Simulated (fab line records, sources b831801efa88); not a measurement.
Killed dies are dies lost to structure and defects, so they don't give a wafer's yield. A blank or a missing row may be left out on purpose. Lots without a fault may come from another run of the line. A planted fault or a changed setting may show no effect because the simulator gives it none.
One fault seen from 2 desks | flow sfq_line | each desk has only its own numbers; what lay behind them comes last

THE METROLOGY DESK
What the gauges read, lot by lot, whatever tool the lot ran on: means of the sampled wafers that have a number. A lot is out of limits, marked OUT, if its mean lies more than 4 standard deviations from the usual mean; the brackets give that distance.
Columns: A = M3_NB_RS at SFQ_M3_RS_MEAS_919, usual 0.888 ohm/sq
lot  | first seen here | A
L585 | day 22 22:19    | 0.889
L586 | day 23 09:07    | 0.894
L588 | day 24 03:07    | 0.893
L590 | day 25 11:38    | 0.890
L591 | day 26 00:49    | 0.879
L592 | day 26 06:55    | 0.890
L595 | day 27 10:25    | 0.880
L596 | day 28 05:09    | 0.876
L598 | day 28 21:44    | 0.901
L605 | day 31 22:56    | 0.795 (-10) OUT
L606 | day 32 02:32    | 0.884
L607 | day 32 20:21    | 0.900
L608 | day 33 02:22    | 0.885
This desk's finding: out of limits on L605; first on L605, day 31 22:56 (M3_NB_RS at SFQ_M3_RS_MEAS_919). In limits: L585, L586, L588, L590, L591, L592, L595, L596, L598, L606, L607, L608.

THE TOOL OWNER'S DESK: pvd_sputter-03
The tool's own readings at SFQ_TRILAYER_M3_DEP_SPUTTER_073 (material Nb, target thk 200 nm, time 133.3 s): means of the sampled wafers that have a number, for each lot that ran on this tool. A lot is out of limits, marked OUT, if its mean lies more than 4 standard deviations from the usual mean; the brackets give that distance.
Columns: A = cathode_dc_power_W at SFQ_TRILAYER_M3_DEP_SPUTTER_073, usual 2000.0 W; B = throttle_valve_pct at SFQ_TRILAYER_M3_DEP_SPUTTER_073, usual 29.2 %
lot  | first seen here | A      | B
L586 | day 23 09:02    | 2000.2 | 30.1
L590 | day 25 11:32    | 2000.2 | 29.9
L592 | day 26 06:49    | 2000.1 | 29.1
L605 | day 31 22:51    | 2000.3 | 29.1
This desk's finding: nothing out of limits on any of the 4 lots.

PUT TOGETHER
The metrology desk could have raised an alarm at day 31 22:56, on L605.
The tool owner's desk saw nothing out of limits.
The tool owner's desk has L605 on record, within its limits.
Of the lots named, all ran SFQ_TRILAYER_M3_DEP_SPUTTER_073 on pvd_sputter-03.

WHAT THE SIMULATOR HAD PUT IN
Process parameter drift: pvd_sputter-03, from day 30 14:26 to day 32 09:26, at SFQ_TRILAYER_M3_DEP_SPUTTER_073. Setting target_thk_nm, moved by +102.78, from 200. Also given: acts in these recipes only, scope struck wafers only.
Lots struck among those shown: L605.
Hours from the fault's start to each desk's first reading out of limits: the metrology desk, 33.
